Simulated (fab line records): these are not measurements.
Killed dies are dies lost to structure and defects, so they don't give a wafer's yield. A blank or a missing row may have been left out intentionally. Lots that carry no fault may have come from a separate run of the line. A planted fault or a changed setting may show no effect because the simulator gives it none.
Which tool did it?	flow sky130	13 lots with 39 wafers sampled at 5 steps, on a route of 708 steps

WHAT THE GAUGES READ, wafer by wafer
SKY_GATE_OXIDE_OVL_MEAS_10. Usual: GATE_OXIDE_OVL 1.0 nm, standard deviation 1.3.
lot	measured	on	GATE_OXIDE_OVL (nm)	flag
L944	day 13 20:17	overlay-01	2.2 0.6 1.6	
L949	day 16 02:41	overlay-02	- - -	OFF
L950	day 16 11:06	overlay-02	- - -	OFF
L951	day 16 18:38	overlay-01	1.4 3.1 2.5	
L955	day 18 02:24	overlay-02	-0.5 -1.1 -0.3	
L956	day 18 17:08	overlay-02	-1.4 1.4 -0.2	
L958	day 19 06:07	overlay-01	0.8 2.9 2.5	
L960	day 20 18:26	overlay-02	-1.2 -0.6 1.9	
L962	day 20 19:03	overlay-01	-0.1 1.3 2.1	
L963	day 21 04:05	overlay-01	-0.3 -0.1 -1.1	
L964	day 21 10:29	overlay-01	2.3 4.6 1.8	
L965	day 21 14:23	overlay-01	0.0 1.0 -2.1	
L966	day 21 20:33	overlay-01	3.0 2.2 3.4	

SKY_LOCAL_INTERCONNECT_CD_MEAS_11: the cd target is 170 nm. Usual: cd nm at 169.6 nm, with a standard deviation of 1.4.
lot	measured	on	cd nm (nm)	flag
L944	day 30 07:35	cd sem-02	169.8 169.8 169.7	
L951	day 33 03:26	cd sem-02	170.3 170.4 170.4	
L955	day 34 08:44	cd sem-01	170.5 170.9 170.8	
L956	day 35 01:23	cd sem-01	169.2 169.8 170.0	
L958	day 35 09:58	cd sem-01	169.7 171.3 169.7	
L960	day 36 18:22	cd sem-02	167.2 167.7 168.3	
L962	day 36 19:23	cd sem-02	169.7 169.8 169.4	
L963	day 36 21:03	cd sem-02	168.5 167.5 170.1	
L964	day 37 06:50	cd sem-01	170.3 171.4 172.4	
L965	day 37 11:16	cd sem-02	170.5 167.8 167.9	
L966	day 37 15:37	cd sem-01	168.4 171.0 170.0	

SKY_CONTACT_THK_MEAS_03. Usual: CONTACT_HDPCVD_THK 566 nm, standard deviation 5.5.
lot	measured	on	CONTACT_HDPCVD_THK (nm)	flag
L944	day 30 08:39	film metro-03	569 563 565	
L951	day 33 04:34	film metro-03	568 569 563	
L955	day 34 09:46	film metro-02	566 563 569	
L956	day 35 02:32	film metro-01	573 568 567	
L958	day 35 11:08	film metro-03	564 573 568	
L960	day 36 19:29	film metro-03	573 558 578	
L962	day 36 20:31	film metro-01	560 563 560	
L963	day 36 22:04	film metro-01	560 571 565	
L964	day 37 07:52	film metro-03	575 573 579	
L965	day 37 12:19	film metro-03	566 573 576	
L966	day 37 16:41	film metro-03	568 558 562	

EACH LOT AND THE TOOL THAT RAN IT (in order: tool; ch and the chambers of the sampled wafers; start)
lot	SKY_GATE_OXIDE_COAT_05	SKY_POLY_GATE_ETCH_16
L944	litho track-02 ch 0, day 13 07:35	rie diel-01 ch 0,2, day 16 09:36
L949	litho track-01, day 15 12:00	-
L950	litho track-03, day 15 21:47	-
L951	litho track-03 ch 0, day 16 04:41	rie diel-03 ch 2,3, day 19 12:10
L955	litho track-02 ch 0, day 17 12:08	rie diel-03 ch 0,2,3, day 20 21:38
L956	litho track-01 ch 0, day 18 01:00	rie diel-01 ch 0,1,3, day 21 13:22
L958	litho track-03 ch 0, day 18 15:20	rie diel-03 ch 0,2,3, day 22 01:26
L960	litho track-01 ch 0, day 20 03:04	rie diel-03 ch 0,2, day 23 13:25
L962	litho track-02 ch 0, day 20 04:04	rie diel-01 ch 0,2, day 23 14:06
L963	litho track-01 ch 0, day 20 12:01	rie diel-03 ch 1,3, day 23 21:15
L964	litho track-02 ch 0, day 20 19:20	rie diel-03 ch 0,1,3, day 24 05:56
L965	litho track-03 ch 0, day 20 23:53	rie diel-01 ch 0,2, day 24 07:29
L966	litho track-03 ch 0, day 21 06:08	rie diel-03 ch 1,2,3, day 24 12:56
- SKY_GATE_OXIDE_COAT_05: resist thk 1140 nm.
- SKY_POLY_GATE_ETCH_16: etches Si3N4 in CH3F/O2, stops on poly-Si, time 147.5 s, target depth 75 nm.

AS READ BY THE TOOLS THEMSELVES (means over the sampled wafers that have a number; for cases with no such wafer, the mark the record gives instead)
SKY_GATE_OXIDE_COAT_05. Usual: chill plate temp C 23.01 C, standard deviation 0.1; dispense pressure kPa 54 kPa, standard deviation 3.4.
lot	tool	chill plate temp C (C)	dispense pressure kPa (kPa)	flag
L944	litho track-02	22.94	58	
L949	litho track-01	-	-	OFF
L950	litho track-03	-	-	OFF
L951	litho track-03	22.96	51	
L955	litho track-02	23.03	58	
L956	litho track-01	22.98	53	
L958	litho track-03	22.97	50	
L960	litho track-01	23.03	53	
L962	litho track-02	23.12	58	
L963	litho track-01	23.01	53	
L964	litho track-02	23.02	58	
L965	litho track-03	22.89	50	
L966	litho track-03	22.81	50	

SKY_POLY_GATE_ETCH_16. Usual: drypump motor current A 5.78 A, standard deviation 0.27; oes product au 0.640 a.u., standard deviation 0.0056; throttle valve pct 10.535 %, standard deviation 0.0085.
lot	tool	drypump motor current A (A)	oes product au (a.u.)	throttle valve pct (%)	flag
L944	rie diel-01	5.81	0.637	10.544	
L951	rie diel-03	5.47	0.640	10.533	
L955	rie diel-03	5.69	0.641	10.530	
L956	rie diel-01	5.95	0.636	10.539	
L958	rie diel-03	5.70	0.650	10.535	
L960	rie diel-03	5.74	0.635	10.536	
L962	rie diel-01	5.77	0.641	10.544	
L963	rie diel-03	5.69	0.642	10.536	
L964	rie diel-03	5.77	0.640	10.540	
L965	rie diel-01	5.79	0.640	10.542	
L966	rie diel-03	5.55	0.642	10.531	

THE ANSWER, worked out from the rows above alone
Rule: take the mean of a lot's wafers that have a number; if it is more than 3 standard deviations from the usual mean, the lot is off. Also off: a lot with no number at a reading for which 4 or more lots have one. Where the step has rows for the other lots, those lots are counted as sound. The gauges are gone through in route order, then the tools' own readings, and for those a lot's mean is taken as printed above. At the first step where some lot is off, the reading lying furthest off is the one used; lots without a number count as furthest.
Off: at SKY_GATE_OXIDE_OVL_MEAS_10 (GATE_OXIDE_OVL), L949, L950. Without a number there: L949, L950.
If a tool, at a process step before that reading, ran all the lots that are off and no sound lot after the first of them, it fits. Not tried: the gauges at SKY_GATE_OXIDE_OVL_MEAS_10; whatever is off there is also off at SKY_GATE_OXIDE_COAT_05, on other tools, and gauge error can't account for it. No candidate that was tried fits.

WHAT THE SIMULATOR HAD PUT IN
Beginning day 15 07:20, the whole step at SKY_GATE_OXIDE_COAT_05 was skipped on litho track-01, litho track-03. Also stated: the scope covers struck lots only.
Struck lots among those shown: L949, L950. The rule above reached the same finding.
